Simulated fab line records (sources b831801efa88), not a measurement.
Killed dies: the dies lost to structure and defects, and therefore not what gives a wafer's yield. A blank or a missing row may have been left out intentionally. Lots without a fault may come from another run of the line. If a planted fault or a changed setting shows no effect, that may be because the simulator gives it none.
The same fault as seen by 2 desks || flow sky130 || only its own numbers are on each desk; what lay behind them is given at the end

METROLOGY DESK
Means of the sampled wafers that have a number, per lot and without regard to the tool the lot ran on: this is what the gauges read. Marked OUT: a lot whose mean sits more than 4 standard deviations from the usual mean, which makes it out of limits; the brackets give that distance.
Columns: A = METAL2_OVL at SKY_METAL2_OVL_MEAS_16, usual -1 nm
{"lot": "L755", "first seen here": "day 34 13:23", "A": 9}
{"lot": "L763", "first seen here": "day 38 02:13", "A": 4}
{"lot": "L762", "first seen here": "day 38 06:59", "A": -5}
{"lot": "L764", "first seen here": "day 38 08:12", "A": 0}
{"lot": "L768", "first seen here": "day 40 01:17", "A": 1}
{"lot": "L766", "first seen here": "day 40 04:03", "A": 2}
{"lot": "L769", "first seen here": "day 40 06:02", "A": -0}
{"lot": "L771", "first seen here": "day 40 08:00", "A": -1}
{"lot": "L770", "first seen here": "day 40 09:09", "A": 2}
{"lot": "L772", "first seen here": "day 40 09:31", "A": 2}
{"lot": "L774", "first seen here": "day 41 01:26", "A": -3}
{"lot": "L776", "first seen here": "day 41 11:52", "A": 1}
This desk found nothing out of limits on any of the 12 lots.

THE TOOL OWNER'S DESK: rieDiel-03
The tool's own readings at SKY_POLY_CUT_ETCH_10 (etches BARC in N2/H2, stops on SiO2, time 45.9 s, target depth 60 nm): means of the sampled wafers that have a number, for each lot that ran on this tool. Marked OUT: a lot whose mean sits more than 4 standard deviations from the usual mean, which makes it out of limits; the brackets give that distance.
Columns: A = drypumpMotorCurrentA at SKY_POLY_CUT_ETCH_10, usual 5.6 A; B = oesProductAu at SKY_POLY_CUT_ETCH_10, usual 0.855 a.u.; C = rfFwdPowerW at SKY_POLY_CUT_ETCH_10, usual 495.0 W; D = throttleValvePct at SKY_POLY_CUT_ETCH_10, usual 13.224 %
{"lot": "L764", "first seen here": "day 27 17:31", "A": 5.8, "B": 0.855, "C": 493.7, "D": 13.222}
{"lot": "L769", "first seen here": "day 29 22:19", "A": 5.8, "B": 0.859, "C": 490.2, "D": 13.220}
{"lot": "L770", "first seen here": "day 30 00:47", "A": 5.8, "B": 0.855, "C": 493.2, "D": 13.225}
{"lot": "L774", "first seen here": "day 30 18:19", "A": 5.8, "B": 0.859, "C": "413.0 (-33) OUT", "D": 13.232}
{"lot": "L776", "first seen here": "day 31 09:26", "A": 5.8, "B": 0.859, "C": "413.6 (-33) OUT", "D": 13.224}
This desk finds L774, L776 out of limits, L774 being first, at day 30 18:19 (rfFwdPowerW at SKY_POLY_CUT_ETCH_10). L764, L769, L770: within limits.

BROUGHT TOGETHER
The tool owner's desk had the chance to raise an alarm at day 30 18:19 on L774, L776.
The metrology desk saw nothing out of limits.
The metrology desk has L774, L776 on record, within its limits.
SKY_POLY_CUT_ETCH_10 was run on rieDiel-03 by each of the lots named.

WHAT WAS PUT IN BY THE SIMULATOR
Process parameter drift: rieDiel-03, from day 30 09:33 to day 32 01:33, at SKY_POLY_CUT_ETCH_10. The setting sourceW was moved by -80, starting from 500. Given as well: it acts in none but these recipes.
Shown lots that were struck: L774, L776.
Delay in hours, fault start to first out-of-limits reading, by desk: the tool owner's desk at 9.
